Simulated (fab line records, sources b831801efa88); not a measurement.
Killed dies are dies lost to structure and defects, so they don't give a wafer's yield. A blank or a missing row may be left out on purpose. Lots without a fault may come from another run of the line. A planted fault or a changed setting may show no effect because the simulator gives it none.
fab line records | flow sky130
record lots=7 wafers=18 last_day=50
route steps=708 shown VT_ADJUST_PCH@148 SONOS_TUNNEL@154 PAD_OPEN@708
lots that met no fault: from a run of the same line without faults
start_h: hours from the record's first day to the start of the lot's first wafer shown | wait_h: hours since the lot's step before | " the same as in the row above | L1.1+2: a row that stands for several wafers | - no value, or no start given | * or withheld: withheld | < > ~ a bound
route shown NAME@n: a module of which the file shows steps, and the number in the route of the first | usual: mean/standard deviation of fault-free wafers | same: alike in all rows | chamber/n: place in a boat | sites: the reading at each site | _std_site: their standard deviation | _edge_site: outer sites' mean less inner sites' | radius_mm: how far each site lies from the wafer's centre | mask NAME#n: copy n | behind: the tool/chamber that last shaped the wafer | hold: why the lot was held/for how many hours/how that ended | device: the transistor (n, p or np) that didn't switch | end of line: the same wafers' tests at the end of the route | a step without rows: its recipe alone | killed: dies lost to structure and defects at the first sort, not the wafer's yield | map: a wafer's dies, x killed, . not, _ none there
set.NAME: the setting as run; set.NAME@STEP: as run at that earlier step | model.NAME: the simulator's own value behind a step, which no gauge read
lots at some steps of the route; a table a step, a row a wafer
services: from which hour (start_h, from the record's first day; less than 0 if before it) a tool's chamber was out of use, for how many hours, and why
## steps
# step SKY_VT_ADJUST_PCH_PEB_05
# recipe temp_c=115 time_s=withheld
# step SKY_VT_ADJUST_PCH_DEVELOP_06
# recipe wall_angle_deg=90 developer=TMAH develop_time_s=60 dev_temp_c=23
# step SKY_VT_ADJUST_PCH_OVL_MEAS_07
# usual VT_ADJUST_PCH_OVL=-1.2/1.5
# columns lot.wafer tool chamber start_h wait_h VT_ADJUST_PCH_OVL[nm]
L634.2 overlay-01 - 230.22 - -1.2
L634.3 " - " " -2.9
L634.5 " - " " -0.6
L643.4 overlay-01 - 311.99 - 2.0
L643.6 " - " " 2.7
L644.3 overlay-02 - 321.32 - -1.9
L644.6 " - " " -1.1
L646.2 overlay-01 - 325.25 - -1.3
L646.3 " - " " -4.2
L650.2 overlay-01 - 356.05 - 1.3
L650.3 " - " " 0.3
L650.5 " - " " -2.0
L652.1 overlay-01 - 375.85 - 1.1
L652.3 " - " " -0.5
L652.6 " - " " -0.7
L654.2 overlay-02 - 388.65 - -1.3
L654.5 " - " " 0.8
L654.6 " - " " -1.4
# step SKY_VT_ADJUST_PCH_IMPLANT_08
# recipe species=B energy_kev=10 dose_cm2=5e+11 tilt_deg=withheld
# step SKY_VT_ADJUST_PCH_STRIP_09
# recipe chemistry=O2/N2 power_w=1400 pressure_mtorr=1500 platen_temp_c=withheld o2_flow_sccm=3000 n2_flow_sccm=300 overash_fraction=0.5
# usual drypump_motor_current_A=5.8/0.49 oes_product_au=0.723/0.0045 strip_time_to_endpoint_s=36.93/0.14
# columns lot.wafer tool chamber start_h wait_h drypump_motor_current_A oes_product_au rf_hours_counter_h strip_time_to_endpoint_s
L634.2 plasma_asher-01 1 230.40 0.1 6.3 0.720 41 36.73
L634.3 " 0 " " 5.2 0.725 - 36.76
L634.5 " 1 " " 6.3 0.717 - 36.79
L643.4 plasma_asher-01 0 312.20 0.1 5.2 0.729 - 36.93
L643.6 " 1 " " 6.3 0.727 - 36.83
L644.3 plasma_asher-01 1 321.53 0.1 6.3 0.714 - 37.05
L644.6 " 0 " " 5.2 0.720 - 37.11
L646.2 plasma_asher-02 1 325.43 0.1 5.8 0.729 63 37.14
L646.3 " 0 " " 6.0 0.728 - 37.10
L650.2 plasma_asher-04 1 356.23 0.1 6.2 0.718 24 37.01
L650.3 " 1 " " 6.2 0.724 - 37.04
L650.5 " 1 " " 6.2 0.713 - 37.12
L652.1 plasma_asher-02 1 376.03 0.1 5.8 0.724 68 36.90
L652.3 " 0 " " 6.0 0.716 - 36.84
L652.6 " 1 " " 5.8 0.722 - 36.89
L654.2 plasma_asher-04 1 388.83 0.1 6.2 0.720 27 37.12
L654.5 " 0 " " 4.8 0.722 - 37.01
L654.6 " 1 " " 6.2 0.726 - 37.14
# step SKY_VT_ADJUST_PCH_TW_MEAS_10
# usual VT_ADJUST_PCH_TW=142.8/0.98
# columns lot.wafer tool chamber start_h wait_h VT_ADJUST_PCH_TW
L634.2 film_metro-02 - 230.51 0.1 143.8
L634.3 " - " " 142.9
L634.5 " - " " 143.3
L643.4 film_metro-01 - 312.29 0.1 142.2
L643.6 " - " " 142.5
L644.3 film_metro-02 - 321.62 0.1 142.6
L644.6 " - " " 143.4
L646.2 film_metro-01 - 325.54 0.1 142.6
L646.3 " - " " 141.6
L650.2 film_metro-01 - 356.34 0.1 141.6
L650.3 " - " " 140.7
L650.5 " - " " 141.1
L652.1 film_metro-01 - 376.13 0.1 142.0
L652.3 " - " " 142.5
L652.6 " - " " 141.9
L654.2 film_metro-02 - 388.94 0.1 142.2
L654.5 " - " " 143.1
L654.6 " - " " 143.1
# step SKY_SONOS_TUNNEL_DEHYDRATE_00
# recipe temp_c=200 time_s=60
# step SKY_SONOS_TUNNEL_HMDS_01
# recipe prime_time_s=60 prime_temp_c=120
# step SKY_SONOS_TUNNEL_COAT_02
# recipe resist=NOVOLAK spin_rpm=3000 resist_thk_nm=1140
# step SKY_SONOS_TUNNEL_SOFTBAKE_03
# recipe temp_c=90 time_s=60 resist=NOVOLAK
# step SKY_SONOS_TUNNEL_EXPOSE_04
# recipe mask_id=TUNM na=0.6 source_shape=conventional sigma_outer=0.6 polarization=unpolarized target_cd_nm=410 dose_mj=136
# step SKY_SONOS_TUNNEL_PEB_05
# recipe temp_c=withheld time_s=* resist=NOVOLAK
# step SKY_SONOS_TUNNEL_DEVELOP_06
# recipe resist=NOVOLAK developer=TMAH develop_time_s=60 dev_temp_c=23
# usual exhaust_pa=45.0/0.99
# columns lot.wafer tool chamber start_h wait_h exhaust_pa
L634.2 litho_track-03 0 253.71 0.1 42.8
L634.3 " 0 " " 44.9
L634.5 " 0 " " 44.2
L643.4 litho_track-01 0 337.42 0.1 44.8
L643.6 " 0 " " 45.8
L644.3 litho_track-01 0 346.90 0.1 44.5
L644.6 " 0 " " 44.7
L646.2 litho_track-01 0 351.42 0.1 45.4
L646.3 " 0 " " 46.4
L650.2 litho_track-02 0 383.43 0.1 44.1
L650.3 " 0 " " 44.7
L650.5 " 0 " " 43.7
L652.1 litho_track-03 0 404.88 0.1 43.8
L652.3 " 0 " " 44.6
L652.6 " 0 " " 45.4
L654.2 litho_track-01 0 418.22 0.1 44.9
L654.5 " 0 " " 44.2
L654.6 " 0 " " 44.2
# step SKY_SONOS_TUNNEL_CD_MEAS_07
# recipe target_cd_nm=410
# usual cd_nm=410.7/2.3
# columns lot.wafer tool chamber start_h wait_h cd_nm
L634.2 cd_sem-02 - 253.85 0.1 412.4
L634.3 " - " " 411.5
L634.5 " - " " 412.0
L643.4 cd_sem-02 - 337.56 0.1 410.7
L643.6 " - " " 420.1
L644.3 cd_sem-02 - 347.04 0.1 421.5
L644.6 " - " " 419.4
L646.2 cd_sem-02 - 351.60 0.2 412.8
L646.3 " - " " 421.0
L650.2 cd_sem-01 - 383.58 0.1 411.4
L650.3 " - " " 410.7
L650.5 " - " " 412.1
L652.1 cd_sem-01 - 405.03 0.1 413.1
L652.3 " - " " 412.4
L652.6 " - " " 414.1
L654.2 cd_sem-02 - 418.37 0.1 410.2
L654.5 " - " " 413.3
L654.6 " - " " 411.2
# step SKY_SONOS_TUNNEL_OVL_MEAS_08
# usual SONOS_TUNNEL_OVL=-0.3/1.2
# columns lot.wafer tool chamber start_h wait_h SONOS_TUNNEL_OVL[nm]
L634.2 overlay-01 - 253.96 0.1 -0.6
L634.3 " - " " -0.5
L634.5 " - " " -0.2
L643.4 overlay-02 - 337.64 0.1 -2.3
L643.6 " - " " 0.8
L644.3 overlay-02 - 347.13 0.1 1.9
L644.6 " - " " 1.4
L646.2 overlay-02 - 351.71 0.1 -0.6
L646.3 " - " " -1.8
L650.2 overlay-01 - 383.68 0.1 0.2
L650.3 " - " " -0.2
L650.5 " - " " -1.1
L652.1 overlay-01 - 405.15 0.1 -0.3
L652.3 " - " " -0.2
L652.6 " - " " -1.4
L654.2 overlay-01 - 418.47 0.1 0.3
L654.5 " - " " 1.7
L654.6 " - " " 1.9
# step SKY_PAD_OPEN_PROBE_99
# usual killed_at_M0_to_M3=44/7.5 killed_at_M4_up=2.9/1.8 killed_at_contacts=24/5.1 killed_at_front_end=16/4.7 killed_at_other=0.3/0.46 killed_dies=87/9.9 killed_open=47/8 killed_short=39/6.3
# same gross_dies=492 killed_at_back_side=0
# columns lot.wafer tool chamber start_h wait_h killed_at_M0_to_M3 killed_at_M4_up killed_at_contacts killed_at_front_end killed_at_other killed_dies killed_open killed_short
L643.4 prober-02 - 1145.40 0.2 35 7 15 21 1 79 36 41
L646.3 prober-02 - 1151.32 0.2 43 3 13 17 0 76 43 33
L652.1 prober-02 - 1184.60 0.1 40 2 24 11 0 77 38 37
L652.3 prober-02 - 1184.70 0.2 35 3 22 16 0 76 39 35
L652.6 prober-02 - 1184.85 0.2 40 4 26 8 0 78 48 30
# killed by level:class
L643.4 VIA3:geometric_particle:open=7 METAL4:geometric_particle:short=6 FIELD_ISO:geometric_particle:open=5 CONTACT:geometric_particle:open=5 METAL1:geometric_particle:short=5 VIA2:geometric_particle:open=5 POLY_GATE:geometric_particle:short=4 VIA1:geometric_particle:short=4
L646.3 VIA1:geometric_particle:open=9 VIA2:geometric_particle:open=7 VIA1:geometric_particle:short=6 VIA3:geometric_particle:open=6 FIELD_ISO:geometric_particle:open=5 POLY_GATE:geometric_particle:short=5 CONTACT:geometric_particle:open=5 METAL2:geometric_particle:short=5
L652.1 CONTACT:geometric_particle:open=9 VIA1:geometric_particle:open=8 LOCAL_INTERCONNECT:geometric_particle:short=6 LI_CONTACT:geometric_particle:open=5 METAL2:geometric_particle:short=5 METAL3:geometric_particle:short=5 VIA1:geometric_particle:short=4 FIELD_ISO:geometric_particle:open=3
L652.3 VIA3:geometric_particle:open=9 CONTACT:geometric_particle:open=7 VIA1:geometric_particle:open=7 LOCAL_INTERCONNECT:geometric_particle:short=6 LI_CONTACT:geometric_particle:open=5 VIA1:geometric_particle:short=4 FIELD_ISO:geometric_particle:short=3 FIELD_ISO:geometric_particle:open=3
L652.6 CONTACT:geometric_particle:open=10 VIA1:geometric_particle:open=10 VIA2:geometric_particle:open=10 LI_CONTACT:geometric_particle:open=6 METAL2:geometric_particle:short=5 LI_CONTACT:geometric_particle:short=3 LOCAL_INTERCONNECT:geometric_particle:short=3 METAL1:geometric_particle:short=3
## services
# columns tool chamber start_h hours kind
plasma_asher-02 - 207.31 0.4 repair
plasma_asher-01 - 210.35 4.4 repair
plasma_asher-04 - 233.67 2.2 repair
litho_track-02 - 235.11 - consumable_replace:filter
plasma_asher-02 - 235.32 1.4 repair
plasma_asher-02 - 245.57 2.8 pm
plasma_asher-01 - 366.47 4.3 pm
plasma_asher-01 - 374.77 24.6 pm
plasma_asher-01 - 399.42 15.6 pm
plasma_asher-02 - 416.96 1.8 repair
## key
first_sign step=SKY_SONOS_TUNNEL_CD_MEAS_07 reading=cd_nm direction=up sigmas=4.3 usual=410.7 struck=420.5
effect none on later readings
met_at SKY_SONOS_TUNNEL_DEVELOP_06
struck_wafers L643.6,L644.3,L644.6,L646.3
tester_left_out L643,L644,L646
fault kind=process_parameter_drift tool=litho_track-01 chamber=- onset_h=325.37 steps=SKY_SONOS_TUNNEL_DEVELOP_06 channel=develop_time_s offset=* shape=step end_h=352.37 scope=struck_wafers_only acts_in=* stated=*
# tester_left_out: of these lots the tester's yield and bins aren't shown, on N5 and GAA mostly nor the transistor test; their killed dies are dies lost to structure and defects alone, not to doping, threshold or leakage, so they don't give the yield
